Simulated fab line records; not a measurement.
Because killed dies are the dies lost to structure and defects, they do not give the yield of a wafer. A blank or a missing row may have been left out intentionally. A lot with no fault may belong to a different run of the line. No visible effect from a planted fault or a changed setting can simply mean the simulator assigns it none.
Matching of chambers + flow gf180mcu + GF_PASSIVATION_ETCH_11 on rie_diel-04: 4 sister chambers
The step etches the open film in CF4/O2, stops on TiN, target depth 2040 nm, time 453.3 s. 8 wafers are shown with their chamber, then 9 later ones without.

WAFERS, EACH WITH ITS CHAMBER
| wafer  | chamber | drypump_motor_current_A (A) | oes_product_au (a.u.) |
|--------|---------|-----------------------------|-----------------------|
| L074.5 | 1       | 5.02                        | 0.980                 |
| L078.6 | 2       | 5.66                        | 0.984                 |
| L089.3 | 3       | 5.71                        | 1.003                 |
| L089.4 | 2       | 5.67                        | 0.975                 |
| L089.5 | 0       | 5.67                        | 0.983                 |
| L090.1 | 1       | 5.04                        | 0.981                 |
| L090.2 | 0       | 5.62                        | 0.983                 |
| L090.3 | 3       | 5.69                        | 0.998                 |

WAFERS MISSING THEIR CHAMBER
| wafer  | drypump_motor_current_A (A) | oes_product_au (a.u.) |
|--------|-----------------------------|-----------------------|
| L093.3 | 5.64                        | 0.986                 |
| L093.4 | 5.65                        | 0.984                 |
| L093.6 | 5.01                        | 0.986                 |
| L096.1 | 5.70                        | 0.994                 |
| L096.2 | 5.64                        | 0.983                 |
| L096.3 | 5.62                        | 0.975                 |
| L097.3 | 5.64                        | 0.985                 |
| L097.4 | 5.02                        | 0.980                 |
| L097.5 | 5.64                        | 0.979                 |

CHAMBER TAKEN BY EACH
| wafer  | from the rows above     | in truth |
|--------|-------------------------|----------|
| L093.3 | can't be placed: 0 or 2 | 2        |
| L093.4 | can't be placed: 0 or 2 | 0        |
| L093.6 | 1                       | 1        |
| L096.1 | 3                       | 3        |
| L096.2 | can't be placed: 0 or 2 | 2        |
| L096.3 | can't be placed: 0 or 2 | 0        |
| L097.3 | can't be placed: 0 or 2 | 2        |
| L097.4 | 1                       | 1        |
| L097.5 | can't be placed: 0 or 2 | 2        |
3 of 9 placed correctly. Can't be placed from these rows: 6 (the true chamber is among the candidates in 6). Number placed wrongly: 0.
How it was worked out, from the rows above alone: a wafer's distance from a chamber is the root of the sum, over the readings, of the square of ((its reading less the chamber's mean) divided by the reading's scatter). The wafer belongs to the nearest chamber; if the next one is less than 2 further off, it can't be placed. For every chamber, the mean is computed from those of its wafers that are shown. The scatter: take each reading less its chamber's mean, square it, sum over the shown wafers, divide by the number of wafers less the number of chambers, and take the root.
